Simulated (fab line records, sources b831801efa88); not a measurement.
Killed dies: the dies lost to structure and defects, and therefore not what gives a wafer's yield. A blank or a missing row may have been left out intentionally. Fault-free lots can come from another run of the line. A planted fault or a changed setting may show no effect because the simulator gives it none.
Code-filled problem report in 8D (eight disciplines) form	flow gf180mcu	the parts of the form that need people (team, actions taken, sign-off) are left out

1. THE ISSUE
Wafers free of any fault read 1169.4 ohm/sq (standard deviation 2.8) for MVPSD_RS at GF_VT_IMPLANT_RS_MEAS_49, against a mean of 1191.9 ohm/sq on 6 wafers of 2 lots. Relative to the usual mean, that is a shift of +8.0 standard deviations.
The step: measures by four-point-probe.
The first sign was on wafer L847.2 at day 12 01:30, on film-metro-01. At this step, 33 wafers from 11 lots have a number in the record. Rule for "out" (also "out of limits"): further than 4 standard deviations from the usual mean. The rest of the wafers with a number are treated as sound.

2. WHAT IT IS AND WHAT IT IS NOT
question	is	is not
which readings at this step	MVPSD_RS	-
which lots	L847, L848	L831, L832, L834, L837, L839, L840, L844, L849, L852
which wafers of those lots	all that have a number	-
read on which gauges	film-metro-01, film-metro-02	film-metro-03
when	from day 12 01:30	up to then (21 sound wafers); but 6 sound wafers of L849, L852 came after

3. THE SUSPECTS, EACH WITH WHAT RULES IT OUT
Counting: any tool at a process step up to the reading is kept as a suspect provided that every lot that is out went through it and no sound lot did after the first of them.
- the gauge at GF_VT_IMPLANT_RS_MEAS_49 has been ruled out. The wafers that are out were read on 2 gauges (film-metro-01, film-metro-02).
- cmp-01 at GF_STI_CMP_25 (polishes, stops on Si3N4, t overpolish 33 s, target thk 524.6 nm): ruled out as a lasting fault. After its first lot that is out, L847 (day 5 15:20), sound lots L849 ran on it.
- implanter-01 at GF_MVPSD_IMPLANT_08: kept. It processed each lot that is out, first L847 at day 9 00:50, and no sound lot thereafter; up to then, the last sound lot it processed was L844 at day 8 06:38. Its own readings are out on those wafers: beam-energy-keV.
Remaining after the count: implanter-01 at GF_MVPSD_IMPLANT_08.

4. THE CAUSE (what the simulator had put in)
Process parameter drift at GF_MVPSD_IMPLANT_08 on implanter-01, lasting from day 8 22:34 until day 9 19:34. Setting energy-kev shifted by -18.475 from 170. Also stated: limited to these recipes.
Only this tool survived the counting.

5. THE EFFECT CHAIN, in route order
Each row: a reading where the mean over the struck wafers with a number is more than 3 standard deviations away from the usual. Only readings whose record carries a usual standard deviation are examined. hours: median over the lots of the time between each lot's start at the first step of this table that gives one and its start at this step. sigmas: the change, counted in usual standard deviations.
hours	step	reading	usual	on struck wafers	change	sigmas
0	GF_MVPSD_IMPLANT_08	beam-energy-keV	170.00	151.50	-18.50	-99 or more
73	GF_VT_IMPLANT_RS_MEAS_49	MVPSD_RS	1169.4 ohm/sq	1191.9	+22.5	+8.0
The process steps in it:
- GF_MVPSD_IMPLANT_08

6. WHAT WOULD HAVE CAUGHT IT SOONER
Counted from the fault's start at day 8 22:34, it took 75 hours until the first out-of-limits reading at a measuring or inspecting step in this record, taken at day 12 01:30.
Tool's own readings at GF_MVPSD_IMPLANT_08, beam-energy-keV: out on all struck wafers the step has rows for; an alarm limit on them would have tripped on the first.
By day 12 01:30, every lot that is out (2) had started GF_MVPSD_IMPLANT_08 on implanter-01. Had the tool been put on hold then, not one of them would have been saved.
